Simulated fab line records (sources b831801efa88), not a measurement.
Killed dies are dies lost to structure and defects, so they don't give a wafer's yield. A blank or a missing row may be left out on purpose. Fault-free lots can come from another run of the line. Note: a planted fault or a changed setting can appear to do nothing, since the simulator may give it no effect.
Which tool did it? | flow sky130 | at 1 step of a route of 708, 12 lots with 36 wafers sampled

== WHAT THE GAUGES SHOWED, per wafer ==
SKY_LI_CONTACT_CD_MEAS_12: target cd 170 nm. Usual: 169.8 nm for cd-nm, sd 1.2.
lot  | measured     | on        | cd-nm (nm)        | flag
L667 | day 29 09:25 | cd-sem-02 | 168.1 169.5 169.1 |
L669 | day 29 16:52 | cd-sem-02 | 168.3 168.7 169.1 |
L671 | day 29 18:39 | cd-sem-02 | 171.2 170.9 170.4 |
L680 | day 33 05:21 | cd-sem-02 | 170.0 169.3 169.9 |
L681 | day 33 17:11 | cd-sem-02 | 168.9 169.0 168.9 |
L682 | day 33 23:08 | cd-sem-01 | 169.0 167.9 169.2 |
L685 | day 34 19:30 | cd-sem-02 | 170.3 172.0 171.0 |
L686 | day 35 05:06 | cd-sem-01 | 169.5 169.8 169.6 |
L687 | day 35 08:15 | cd-sem-01 | 170.0 168.3 168.3 |
L688 | day 35 18:52 | cd-sem-02 | 171.1 170.2 171.4 |
L689 | day 36 01:47 | cd-sem-01 | 168.9 168.2 167.5 |
L690 | day 36 18:11 | cd-sem-02 | 169.0 167.8 169.2 |

== WHICH TOOL RAN EACH LOT (tool, then ch and the chambers of the sampled wafers, then the start) ==
Record: no process step prior to these readings.

== AS READ BY THE TOOLS THEMSELVES (means over the sampled wafers that have a number; for cases with no such wafer, the mark the record gives instead) ==
The record holds no such reading with a usual standard deviation.

== THE ANSWER, worked out from the rows above alone ==
Rule: take the mean of a lot's wafers that have a number; if it is more than 3 standard deviations from the usual mean, the lot is off. A lot without any number at a reading at which 4 lots or more have one is off too. Where the step has rows for the other lots, those lots are counted as sound. After the gauges, taken in route order, come the tools' own readings; for these a lot's mean is taken, as printed above. At the first step where some lot is off, the reading lying furthest off is the one used; lots without a number count as furthest.
No lot is off at any reading shown: from this, nothing can be told.

== WHAT WAS PUT IN BY THE SIMULATOR ==
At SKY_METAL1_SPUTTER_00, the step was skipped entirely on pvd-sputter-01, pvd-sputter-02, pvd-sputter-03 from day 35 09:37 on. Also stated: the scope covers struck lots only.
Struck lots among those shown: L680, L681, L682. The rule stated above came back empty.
